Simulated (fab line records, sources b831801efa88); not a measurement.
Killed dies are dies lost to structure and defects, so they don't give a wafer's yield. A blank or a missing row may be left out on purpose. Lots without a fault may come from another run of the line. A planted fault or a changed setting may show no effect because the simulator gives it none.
Which tool did it? | flow gf180mcu | 11 lots, 33 wafers sampled, at 4 steps of a route of 602

WHAT THE GAUGES READ, wafer by wafer
GF_NWELL_OVL_MEAS_07. Usual: NWELL_OVL -0.7 nm, standard deviation 1.4.
lot  | measured    | on         | NWELL_OVL (nm) | flag
L775 | day 3 10:38 | overlay-02 | -1.6 1.4 0.5   |
L777 | day 3 23:40 | overlay-02 | 0.8 1.7 0.3    |
L778 | day 4 04:46 | overlay-02 | -3.6 -3.2 -3.0 |
L781 | day 4 22:00 | overlay-02 | -0.5 -0.1 -0.6 |
L785 | day 5 20:24 | overlay-01 | 0.0 -0.7 0.0   |
L789 | day 6 17:21 | overlay-01 | 0.9 -1.5 -1.7  |
L791 | day 7 01:50 | overlay-02 | -3.3 -1.0 -1.4 |
L792 | day 7 12:46 | overlay-02 | -0.2 -2.6 -0.6 |
L793 | day 7 14:59 | overlay-02 | -1.4 -3.0 -0.9 |
L796 | day 8 07:35 | overlay-02 | -2.8 -2.0 -2.8 |
L798 | day 8 18:44 | overlay-02 | 1.7 0.5 1.7    |

GF_HV_LDD_OVL_MEAS_08. Usual: HV_LDD_OVL 0.0 nm, standard deviation 1.2.
lot  | measured     | on         | HV_LDD_OVL (nm) | flag
L775 | day 11 04:14 | overlay-01 | -0.6 -3.0 -0.8  |
L777 | day 11 21:47 | overlay-02 | -0.4 -2.2 -0.4  |
L778 | day 12 05:41 | overlay-02 | -2.3 0.2 -1.5   |
L781 | day 13 03:27 | overlay-01 | 0.7 0.2 1.6     |
L785 | day 14 10:45 | overlay-01 | 0.8 1.4 0.0     |
L789 | day 15 15:51 | overlay-01 | 0.4 -1.2 -0.9   |
L791 | day 16 02:15 | overlay-01 | -1.3 0.0 -0.4   |
L792 | day 16 15:50 | overlay-01 | 2.6 0.7 0.4     |
L793 | day 16 17:07 | overlay-01 | 0.3 -2.1 -0.4   |
L796 | day 17 13:26 | overlay-02 | -0.1 0.5 1.5    |
L798 | day 18 05:00 | overlay-01 | -0.3 0.3 0.6    |

GF_PSD_CD_MEAS_07: target cd 400 nm. Usual: cd_nm 399.9 nm, standard deviation 2.2.
lot  | measured     | on        | cd_nm (nm)        | flag
L775 | day 15 21:26 | cd_sem-02 | 397.7 395.5 396.7 |
L777 | day 16 16:25 | cd_sem-01 | 402.3 401.6 400.4 |
L778 | day 17 01:25 | cd_sem-02 | 400.8 399.4 400.2 |
L781 | day 18 00:20 | cd_sem-01 | 398.8 397.5 398.0 |
L785 | day 19 13:43 | cd_sem-01 | 389.8 388.6 387.4 | OFF
L789 | day 20 22:32 | cd_sem-02 | 393.2 392.7 393.8 | OFF
L791 | day 21 10:08 | cd_sem-02 | 399.8 398.9 400.4 |
L792 | day 21 22:40 | cd_sem-01 | 400.7 400.6 399.9 |
L793 | day 22 00:59 | cd_sem-02 | 402.2 402.7 404.2 |
L796 | day 23 00:10 | cd_sem-01 | 399.6 399.8 397.7 |
L798 | day 23 13:53 | cd_sem-02 | 403.0 402.1 401.9 |

WHICH TOOL RAN EACH LOT (tool, then ch and the chambers of the sampled wafers, then the start)
lot  | GF_PSD_COAT_02
L775 | litho_track-01 ch 0, day 15 09:52
L777 | litho_track-04 ch 0, day 16 04:34
L778 | litho_track-01 ch 0, day 16 14:02
L781 | litho_track-04 ch 0, day 17 12:08
L785 | litho_track-04 ch 0, day 19 01:35
L789 | litho_track-04 ch 0, day 20 09:59
L791 | litho_track-03 ch 0, day 20 21:04
L792 | litho_track-01 ch 0, day 21 10:23
L793 | litho_track-03 ch 0, day 21 12:23
L796 | litho_track-01 ch 0, day 22 11:53
L798 | litho_track-03 ch 0, day 23 01:43
- GF_PSD_COAT_02: resist thk 1000 nm.

WHAT THE TOOLS THEMSELVES READ (means of the sampled wafers that have a number; where no wafer has one, the mark that the record gives instead)
GF_PSD_COAT_02. Usual: chill_plate_temp_C 23.01 C, standard deviation 0.097; exhaust_pa 45.1 Pa, standard deviation 0.99; spin_speed_rpm 3000.1 rpm, standard deviation 1.8.
lot  | tool           | chill_plate_temp_C (C) | exhaust_pa (Pa) | spin_speed_rpm (rpm) | flag
L775 | litho_track-01 | 23.04                  | 43.7            | 3000.5               |
L777 | litho_track-04 | 22.99                  | 45.2            | 3003.7               |
L778 | litho_track-01 | 23.11                  | 45.0            | 3003.0               |
L781 | litho_track-04 | 22.99                  | 44.4            | 2998.8               |
L785 | litho_track-04 | 23.05                  | 45.5            | 2607.3               | OFF
L789 | litho_track-04 | 22.97                  | 45.0            | 2605.5               | OFF
L791 | litho_track-03 | 22.95                  | 44.4            | 2998.2               |
L792 | litho_track-01 | 22.99                  | 45.8            | 3000.5               |
L793 | litho_track-03 | 23.02                  | 46.0            | 3000.2               |
L796 | litho_track-01 | 23.14                  | 45.9            | 2999.4               |
L798 | litho_track-03 | 22.96                  | 43.7            | 2999.4               |

THE ANSWER, worked out from the rows above alone
Rule: a lot is off if the mean of its wafers that have a number lies more than 3 standard deviations from the usual mean. A lot without any number at a reading at which 4 lots or more have one is off too. The other lots that the step has rows for count as sound. The gauges are gone through in route order, then the tools' own readings, and for those a lot's mean is taken as printed above. The first step at which some lot is off is used, and at that step the reading that is off furthest; a lot without a number counts as furthest.
Off: L785, L789, at GF_PSD_CD_MEAS_07 (cd_nm).
A tool fits if, at a process step before that reading, it ran every lot that is off, and no sound lot after the first of them. The gauges at GF_PSD_CD_MEAS_07 aren't tried: what is off there is off at GF_PSD_COAT_02 too, on other tools, and a gauge's error can't cause that. One fits: litho_track-04 at GF_PSD_COAT_02. Its last sound lot is L781 (day 17 12:08), its first lot that is off L785 (day 19 01:35): a fault that began between those two fits.
The tool's own readings at GF_PSD_COAT_02 bear it out: on the lots that are off they differ by more than 5 times the standard deviation of the sound lots' means. spin_speed_rpm reads 2606.4 rpm there against 3000.4 rpm on the sound lots.

WHAT THE SIMULATOR HAD PUT IN
Process parameter drift: litho_track-04, from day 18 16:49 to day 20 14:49, at GF_PSD_COAT_02. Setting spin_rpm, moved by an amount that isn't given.
Lots struck among those shown: L785, L789. The rule above found the same.
